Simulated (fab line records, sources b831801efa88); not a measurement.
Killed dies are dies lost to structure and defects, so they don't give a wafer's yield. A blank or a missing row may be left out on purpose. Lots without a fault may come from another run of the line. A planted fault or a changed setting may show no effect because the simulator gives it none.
One fault seen from 2 desks | flow gf180mcu | each desk has only its own numbers; what lay behind them comes last

THE METROLOGY DESK
What the gauges read, lot by lot, whatever tool the lot ran on: means of the sampled wafers that have a number. A lot is out of limits, marked OUT, if its mean lies more than 4 standard deviations from the usual mean; the brackets give that distance.
Columns: A = DNWELL_TW at GF_DNWELL_TW_MEAS_09, usual 1354; B = cd_nm at GF_POLY_GATE_CD_MEAS_10, usual 279.7 nm; C = V2_BOW at GF_V2_BOW_MEAS_05, usual 99 um
lot  | first seen here | A    | B     | C
L167 | day 2 18:54     | 1368 | 280.0 | 92
L168 | day 3 00:41     | 1350 | 280.7 | 100
L170 | day 3 10:34     | 1341 | 280.8 | 98
L171 | day 3 16:15     | 1360 | 281.5 | 105
L173 | day 4 04:38     | 1337 | 279.2 | 103
L174 | day 4 07:47     | 1333 | 280.3 | 88
L175 | day 4 14:36     | 1356 | 280.0 | 104
L176 | day 4 19:56     | 1354 | 280.2 | 100
L179 | day 5 14:20     | 1352 | 277.6 | 103
L181 | day 5 20:57     | 1311 | 279.5 | 98
L185 | day 6 18:32     | 1317 | 277.1 | 95
L186 | day 6 23:07     | 1360 | 280.0 | 91
L187 | day 7 04:52     | 1359 | 280.3 | 105
L189 | day 7 16:42     | 1345 | 279.7 | 98
This desk's finding: nothing out of limits on any of the 14 lots.

THE TOOL OWNER'S DESK: implanter-03
The tool's own readings at GF_DNWELL_IMPLANT_07: means of the sampled wafers that have a number, for each lot that ran on this tool. A lot is out of limits, marked OUT, if its mean lies more than 4 standard deviations from the usual mean; the brackets give that distance.
Columns: A = dose_ions_cm2 at GF_DNWELL_IMPLANT_07, usual 9.999e+12; B = faraday_current_uA at GF_DNWELL_IMPLANT_07, usual 56.1
lot  | first seen here | A                   | B
L167 | day 2 18:39     | 9.993e+12           | 55.4
L173 | day 4 04:23     | 1.000e+13           | 56.7
L174 | day 4 07:32     | 9.989e+12           | 55.4
L176 | day 4 19:41     | 1.000e+13           | 55.7
L179 | day 5 14:08     | 1.002e+13           | 55.5
L181 | day 5 20:42     | 9.221e+12 (-60) OUT | 51.3 (-4.4) OUT
L185 | day 6 18:19     | 9.223e+12 (-60) OUT | 50.8 (-4.8) OUT
This desk's finding: out of limits on L181, L185; first on L181, day 5 20:42 (dose_ions_cm2 at GF_DNWELL_IMPLANT_07). In limits: L167, L173, L174, L176, L179.

PUT TOGETHER
The tool owner's desk could have raised an alarm at day 5 20:42, on L181, L185.
The metrology desk saw nothing out of limits.
The metrology desk has L181, L185 on record, within its limits.
Of the lots named, all ran GF_DNWELL_IMPLANT_07 on implanter-03.

WHAT THE SIMULATOR HAD PUT IN
Process parameter drift: implanter-03, from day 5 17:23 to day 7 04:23, at GF_DNWELL_IMPLANT_07. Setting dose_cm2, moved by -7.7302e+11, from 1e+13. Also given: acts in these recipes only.
Lots struck among those shown: L181, L185.
Hours from the fault's start to each desk's first reading out of limits: the tool owner's desk, 3.
